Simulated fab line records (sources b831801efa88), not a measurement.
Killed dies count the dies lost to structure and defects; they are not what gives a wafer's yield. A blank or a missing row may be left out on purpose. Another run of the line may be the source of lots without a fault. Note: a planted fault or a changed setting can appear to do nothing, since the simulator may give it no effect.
Which tool did it? | flow gf180mcu | 72 wafers from 24 lots sampled at 6 of the route's 602 steps

## WHAT THE GAUGES READ, wafer by wafer
GF_VT_IMPLANT_OVL_MEAS_07. Usual: VT_IMPLANT_OVL 1.1 nm, standard deviation 1.2.
lot  | measured     | on         | VT_IMPLANT_OVL (nm) | flag
L074 | day 5 20:41  | overlay-02 | 0.7 0.8 -0.1        |
L075 | day 6 01:43  | overlay-02 | 3.6 0.7 3.8         |
L076 | day 6 07:13  | overlay-02 | -0.8 0.5 0.4        |
L077 | day 6 14:12  | overlay-02 | -0.1 1.2 1.3        |
L078 | day 6 19:02  | overlay-01 | 0.7 1.1 1.2         |
L079 | day 7 03:14  | overlay-01 | 2.0 0.5 2.2         |
L080 | day 7 08:50  | overlay-01 | -1.5 2.6 0.8        |
L081 | day 7 15:08  | overlay-01 | 1.3 0.2 -1.4        |
L082 | day 8 00:23  | overlay-01 | 0.6 0.2 -0.3        |
L083 | day 8 02:56  | overlay-02 | -0.9 0.4 0.8        |
L084 | day 8 09:35  | overlay-01 | 3.1 2.6 2.0         |
L085 | day 8 13:59  | overlay-02 | 1.7 -0.3 1.2        |
L086 | day 8 23:47  | overlay-01 | 0.9 1.8 0.9         |
L087 | day 9 02:34  | overlay-02 | 1.6 0.4 -0.3        |
L088 | day 9 10:47  | overlay-01 | 1.8 1.9 1.1         |
L089 | day 9 16:32  | overlay-02 | 0.1 -0.6 1.5        |
L090 | day 9 21:59  | overlay-01 | 1.1 0.6 2.0         |
L091 | day 10 03:44 | overlay-01 | 1.3 0.0 2.7         |
L092 | day 10 10:25 | overlay-01 | 1.6 1.5 2.0         |
L093 | day 10 16:56 | overlay-02 | 0.5 1.8 -0.7        |
L094 | day 10 23:14 | overlay-01 | 3.3 3.2 3.5         |
L095 | day 11 05:53 | overlay-01 | 3.3 1.7 2.5         |
L096 | day 11 11:32 | overlay-02 | 0.0 -0.4 -0.1       |
L097 | day 11 17:47 | overlay-01 | 1.4 2.1 -0.3        |

GF_V3_BOW_MEAS_05. Usual: V3_BOW 118 um, standard deviation 7.8.
lot  | measured     | on            | V3_BOW (um) | flag
L074 | day 22 05:47 | film metro-03 | 130 115 118 |
L075 | day 22 13:19 | film metro-01 | 121 119 125 |
L076 | day 22 20:35 | film metro-01 | 126 125 128 |
L077 | day 23 04:59 | film metro-03 | 95 110 125  |
L078 | day 23 11:26 | film metro-03 | 119 108 113 |
L079 | day 23 20:25 | film metro-01 | 116 109 109 |
L080 | day 24 09:53 | film metro-01 | 121 118 116 |
L081 | day 24 17:19 | film metro-03 | 108 116 129 |
L082 | day 25 01:31 | film metro-01 | 114 109 123 |
L083 | day 25 08:12 | film metro-03 | 115 117 118 |
L084 | day 25 16:25 | film metro-04 | 111 108 123 |
L085 | day 25 18:50 | film metro-04 | 119 113 130 |
L086 | day 26 07:41 | film metro-04 | 129 121 109 |
L087 | day 26 14:46 | film metro-04 | 114 121 121 |
L088 | day 26 23:10 | film metro-03 | 119 113 115 |
L089 | day 27 04:23 | film metro-03 | 115 118 109 |
L090 | day 27 10:56 | film metro-03 | 118 105 116 |
L091 | day 27 18:05 | film metro-03 | 127 144 128 |
L092 | day 28 02:53 | film metro-01 | 127 114 117 |
L093 | day 28 07:23 | film metro-03 | 112 110 104 |
L094 | day 28 20:04 | film metro-01 | 114 108 103 |
L095 | day 28 23:40 | film metro-03 | 118 110 124 |
L096 | day 29 05:31 | film metro-04 | 117 120 110 |
L097 | day 29 09:49 | film metro-01 | 111 115 126 |

GF_M4_OVL_MEAS_15. Usual: M4_OVL 2 nm, standard deviation 6.2.
lot  | measured     | on         | M4_OVL (nm) | flag
L074 | day 24 06:02 | overlay-02 | -3 -2 7     |
L075 | day 24 13:20 | overlay-02 | 12 8 7      |
L076 | day 24 19:40 | overlay-01 | 0 0 1       |
L077 | day 25 04:00 | overlay-02 | -4 0 -3     |
L078 | day 25 09:39 | overlay-02 | -1 1 4      |
L079 | day 25 18:20 | overlay-02 | 17 5 7      |
L080 | day 26 08:53 | overlay-01 | -10 4 -5    |
L081 | day 26 14:05 | overlay-02 | -3 2 -3     |
L082 | day 26 22:13 | overlay-02 | 1 -5 -5     |
L083 | day 27 04:50 | overlay-01 | -1 -4 -10   |
L084 | day 27 12:50 | overlay-02 | -3 0 3      |
L085 | day 27 15:14 | overlay-02 | 5 -4 -6     |
L086 | day 28 03:13 | overlay-02 | -2 -5 -1    |
L087 | day 28 09:59 | overlay-01 | -2 4 -6     |
L088 | day 28 17:02 | overlay-01 | 9 4 5       |
L089 | day 28 22:32 | overlay-01 | 11 13 8     |
L090 | day 29 05:05 | overlay-02 | 0 0 5       |
L091 | day 29 11:08 | overlay-01 | -9 -9 -16   |
L092 | day 29 19:50 | overlay-01 | 2 12 11     |
L093 | day 30 00:31 | overlay-02 | -2 1 4      |
L094 | day 30 11:32 | overlay-02 | 2 -3 -2     |
L095 | day 30 15:47 | overlay-01 | 15 8 6      |
L096 | day 30 21:23 | overlay-02 | 5 9 7       |
L097 | day 31 01:32 | overlay-01 | 9 4 9       |

## WHAT TOOL EACH LOT RAN ON (gives the tool, then ch and the chambers of the sampled wafers, and finally the start)
lot  | GF_POLY_GATE_ETCH_12               | GF_V1_SPUTTER_21             | GF_V1_CMP_26
L074 | rie diel-04 ch 1,2,3, day 9 15:38  | pvd sputter-04, day 18 23:09 | cmp-02 ch 0,1,3, day 18 23:32
L075 | rie diel-02 ch 0,1, day 9 21:05    | pvd sputter-04, day 19 06:33 | cmp-02 ch 2,3, day 19 06:56
L076 | rie diel-02 ch 1,2,3, day 10 03:08 | pvd sputter-01, day 19 15:05 | cmp-01 ch 1,2,3, day 19 15:31
L077 | rie diel-02 ch 2,3, day 10 09:06   | pvd sputter-04, day 19 23:03 | cmp-02 ch 1,2,3, day 19 23:33
L078 | rie diel-04 ch 2,3, day 10 14:02   | pvd sputter-02, day 20 05:35 | cmp-02 ch 1,2, day 20 05:58
L079 | rie diel-04 ch 0,1, day 11 00:44   | pvd sputter-01, day 20 16:03 | cmp-01 ch 2,3, day 20 16:27
L080 | rie diel-02 ch 0,1,2, day 11 09:32 | pvd sputter-01, day 21 06:29 | cmp-02 ch 0,1,3, day 21 06:53
L081 | rie diel-02 ch 0,1,2, day 11 17:04 | pvd sputter-04, day 21 14:48 | cmp-01 ch 0,1,2, day 21 15:11
L082 | rie diel-03 ch 1,2, day 12 00:14   | pvd sputter-04, day 21 22:34 | cmp-01 ch 2,3, day 21 22:57
L083 | rie diel-02 ch 0,2, day 12 05:26   | pvd sputter-01, day 22 07:07 | cmp-01 ch 0,2,3, day 22 07:35
L084 | rie diel-02 ch 0,1,3, day 12 11:53 | pvd sputter-01, day 22 14:39 | cmp-02 ch 0,3, day 22 15:02
L085 | rie diel-02 ch 0,1,2, day 12 15:39 | pvd sputter-01, day 22 17:15 | cmp-01 ch 0,1,2, day 22 17:38
L086 | rie diel-02 ch 1,2,3, day 13 03:02 | pvd sputter-02, day 23 08:04 | cmp-01 ch 0,1,2, day 23 08:33
L087 | rie diel-03 ch 1,2,3, day 13 08:35 | pvd sputter-04, day 23 13:56 | cmp-02 ch 1,2,3, day 23 14:20
L088 | rie diel-04 ch 0,3, day 13 17:41   | pvd sputter-02, day 24 01:05 | cmp-01 ch 0,3, day 24 01:29
L089 | rie diel-04 ch 0,2, day 14 00:17   | pvd sputter-04, day 24 05:46 | cmp-01 ch 1,3, day 24 06:13
L090 | rie diel-03 ch 0,1,2, day 14 06:05 | pvd sputter-02, day 24 13:00 | cmp-01 ch 0,2,3, day 24 13:26
L091 | rie diel-02 ch 0,1,2, day 14 15:14 | pvd sputter-01, day 24 20:15 | cmp-02 ch 0,1,2, day 24 20:45
L092 | rie diel-02 ch 1,2, day 14 21:47   | pvd sputter-02, day 25 05:04 | cmp-02 ch 1,2,3, day 25 05:28
L093 | rie diel-02 ch 1,3, day 15 03:53   | pvd sputter-04, day 25 11:03 | cmp-01 ch 0,1,2, day 25 11:29
L094 | rie diel-03 ch 0,1,2, day 15 16:26 | pvd sputter-01, day 26 01:12 | cmp-01 ch 1,3, day 26 01:38
L095 | rie diel-03 ch 0,1,2, day 15 20:35 | pvd sputter-04, day 26 03:26 | cmp-01 ch 1,2, day 26 03:50
L096 | rie diel-03 ch 0,2,3, day 16 03:41 | pvd sputter-02, day 26 11:20 | cmp-01 ch 1,2,3, day 26 11:47
L097 | rie diel-04 ch 0,2, day 16 10:38   | pvd sputter-01, day 26 15:33 | cmp-01 ch 1,2,3, day 26 16:02
- GF_POLY_GATE_ETCH_12: etches BARC in N2/H2.
- GF_V1_SPUTTER_21: material Ti, target thk 15 nm, time 80.02 s.
- GF_V1_CMP_26: polishes, stops on SiO2, t overpolish 15 s, target thk 0 nm.

## WHAT THE TOOLS THEMSELVES READ (means of the sampled wafers that have a number; where no wafer has one, the mark that the record gives instead)
GF_POLY_GATE_ETCH_12. Usual: drypump motor current A 5.5 A, standard deviation 0.49; oes product au 0.736 a.u., standard deviation 0.0049; rf fwd power W 495.4 W, standard deviation 2.6; throttle valve pct 13.214 %, standard deviation 0.009.
lot  | tool        | drypump motor current A (A) | oes product au (a.u.) | rf fwd power W (W) | throttle valve pct (%) | flag
L074 | rie diel-04 | 5.4                         | 0.735                 | 494.5              | 13.211                 |
L075 | rie diel-02 | 5.7                         | 0.737                 | 494.8              | 13.215                 |
L076 | rie diel-02 | 5.3                         | 0.734                 | 494.6              | 13.214                 |
L077 | rie diel-02 | 5.1                         | 0.737                 | 495.5              | 13.220                 |
L078 | rie diel-04 | 5.8                         | 0.734                 | 495.7              | 13.204                 |
L079 | rie diel-04 | 5.4                         | 0.738                 | 494.3              | 13.218                 |
L080 | rie diel-02 | 5.3                         | 0.734                 | 495.9              | 13.211                 |
L081 | rie diel-02 | 5.3                         | 0.735                 | 495.3              | 13.217                 |
L082 | rie diel-03 | 5.9                         | 0.739                 | 497.7              | 13.215                 |
L083 | rie diel-02 | 5.0                         | 0.739                 | 496.6              | 13.220                 |
L084 | rie diel-02 | 5.7                         | 0.733                 | 493.8              | 13.209                 |
L085 | rie diel-02 | 5.3                         | 0.736                 | 495.5              | 13.210                 |
L086 | rie diel-02 | 5.3                         | 0.735                 | 496.7              | 13.209                 |
L087 | rie diel-03 | 5.7                         | 0.738                 | 496.7              | 13.215                 |
L088 | rie diel-04 | 5.8                         | 0.743                 | 496.2              | 13.210                 |
L089 | rie diel-04 | 5.8                         | 0.739                 | 492.2              | 13.217                 |
L090 | rie diel-03 | 6.0                         | 0.738                 | 495.8              | 13.213                 |
L091 | rie diel-02 | 5.3                         | 0.741                 | 494.9              | 13.222                 |
L092 | rie diel-02 | 5.1                         | 0.737                 | 496.8              | 13.212                 |
L093 | rie diel-02 | 5.6                         | 0.739                 | 496.1              | 13.213                 |
L094 | rie diel-03 | 5.9                         | 0.738                 | 496.4              | 13.204                 |
L095 | rie diel-03 | 5.9                         | 0.731                 | 497.7              | 13.212                 |
L096 | rie diel-03 | 5.8                         | 0.737                 | 497.4              | 13.222                 |
L097 | rie diel-04 | 5.8                         | 0.735                 | 493.2              | 13.211                 |

GF_V1_SPUTTER_21. Usual: 30.0 % for throttle valve pct, sd 0.92.
lot  | tool           | throttle valve pct (%) | flag
L074 | pvd sputter-04 | 30.6                   |
L075 | pvd sputter-04 | 29.4                   |
L076 | pvd sputter-01 | 29.9                   |
L077 | pvd sputter-04 | 30.1                   |
L078 | pvd sputter-02 | 29.6                   |
L079 | pvd sputter-01 | 30.0                   |
L080 | pvd sputter-01 | 29.8                   |
L081 | pvd sputter-04 | 29.8                   |
L082 | pvd sputter-04 | 29.5                   |
L083 | pvd sputter-01 | 30.2                   |
L084 | pvd sputter-01 | 30.1                   |
L085 | pvd sputter-01 | 30.0                   |
L086 | pvd sputter-02 | 29.9                   |
L087 | pvd sputter-04 | 29.3                   |
L088 | pvd sputter-02 | 29.2                   |
L089 | pvd sputter-04 | 30.4                   |
L090 | pvd sputter-02 | 30.3                   |
L091 | pvd sputter-01 | 29.9                   |
L092 | pvd sputter-02 | 29.8                   |
L093 | pvd sputter-04 | 29.4                   |
L094 | pvd sputter-01 | 30.1                   |
L095 | pvd sputter-04 | 30.8                   |
L096 | pvd sputter-02 | 29.9                   |
L097 | pvd sputter-01 | 30.2                   |

GF_V1_CMP_26. Usual: edge zone pressure frac 1.000, standard deviation 0.0048; head pressure psi 3.501 psi, standard deviation 0.0077; motor current A 11.3 A, standard deviation 0.75; overpolish run s 15.002 s, standard deviation 0.0086; platen rpm 60.00 rpm, standard deviation 0.045; time to endpoint s 83.3 s, standard deviation 2.9.
lot  | tool   | edge zone pressure frac | head pressure psi (psi) | motor current A (A) | overpolish run s (s) | platen rpm (rpm) | time to endpoint s (s) | flag
L074 | cmp-02 | 1.003                   | 3.498                   | 10.8                | 14.992               | 60.01            | 83.6                   |
L075 | cmp-02 | 0.999                   | 3.497                   | 12.1                | 15.004               | 59.96            | 83.2                   |
L076 | cmp-01 | 1.002                   | 3.503                   | 11.4                | 15.006               | 59.97            | 79.1                   |
L077 | cmp-02 | 1.005                   | 3.499                   | 11.2                | 15.010               | 60.02            | 83.2                   |
L078 | cmp-02 | 1.001                   | 3.509                   | 11.0                | 14.991               | 59.93            | 79.0                   |
L079 | cmp-01 | 1.003                   | 3.501                   | 11.7                | 15.000               | 60.01            | 83.2                   |
L080 | cmp-02 | 0.998                   | 3.501                   | 11.1                | 14.998               | 59.95            | 82.8                   |
L081 | cmp-01 | 0.999                   | 3.502                   | 11.3                | 15.005               | 60.02            | 81.7                   |
L082 | cmp-01 | 1.000                   | 3.499                   | 11.3                | 14.998               | 59.99            | 82.9                   |
L083 | cmp-01 | 0.996                   | 3.498                   | 11.5                | 15.001               | 59.97            | 85.2                   |
L084 | cmp-02 | 1.003                   | 3.506                   | 11.5                | 15.017               | 59.98            | 82.0                   |
L085 | cmp-01 | 0.998                   | 3.493                   | 11.1                | 15.009               | 60.00            | 84.0                   |
L086 | cmp-01 | 0.998                   | 3.502                   | 11.3                | 15.007               | 59.98            | 81.2                   |
L087 | cmp-02 | 0.998                   | 3.503                   | 11.4                | 15.001               | 60.10            | 79.6                   |
L088 | cmp-01 | 0.998                   | 3.496                   | 12.0                | 15.003               | 60.02            | 84.1                   |
L089 | cmp-01 | 0.999                   | 3.496                   | 11.1                | 15.009               | 59.97            | 87.6                   |
L090 | cmp-01 | 1.001                   | 3.501                   | 11.6                | 14.999               | 59.96            | 80.5                   |
L091 | cmp-02 | 0.998                   | 3.496                   | 10.8                | 15.002               | 60.01            | 79.9                   |
L092 | cmp-02 | 1.002                   | 3.504                   | 11.6                | 14.995               | 59.99            | 83.6                   |
L093 | cmp-01 | 1.000                   | 3.499                   | 11.1                | 15.006               | 60.03            | 85.7                   |
L094 | cmp-01 | 0.997                   | 3.498                   | 11.5                | 14.998               | 60.03            | 84.3                   |
L095 | cmp-01 | 0.997                   | 3.505                   | 11.1                | 15.001               | 60.01            | 82.4                   |
L096 | cmp-01 | 1.005                   | 3.499                   | 11.2                | 15.005               | 60.01            | 80.8                   |
L097 | cmp-01 | 1.000                   | 3.507                   | 11.8                | 15.004               | 59.98            | 87.7                   |

## THE ANSWER, worked out from the rows above alone
Rule: lot off if the mean of its wafers having a number is beyond 3 standard deviations from the usual mean. A lot without any number at a reading at which 4 lots or more have one is off too. All remaining lots with rows at the step are treated as sound. The gauges are gone through in route order, then the tools' own readings, and for those a lot's mean is taken as printed above. The first step at which some lot is off is used, and at that step the reading that is off furthest; a lot without a number counts as furthest.
No lot is off on any of the readings shown, so nothing can be concluded from this.

## WHAT THE SIMULATOR HAD PUT IN
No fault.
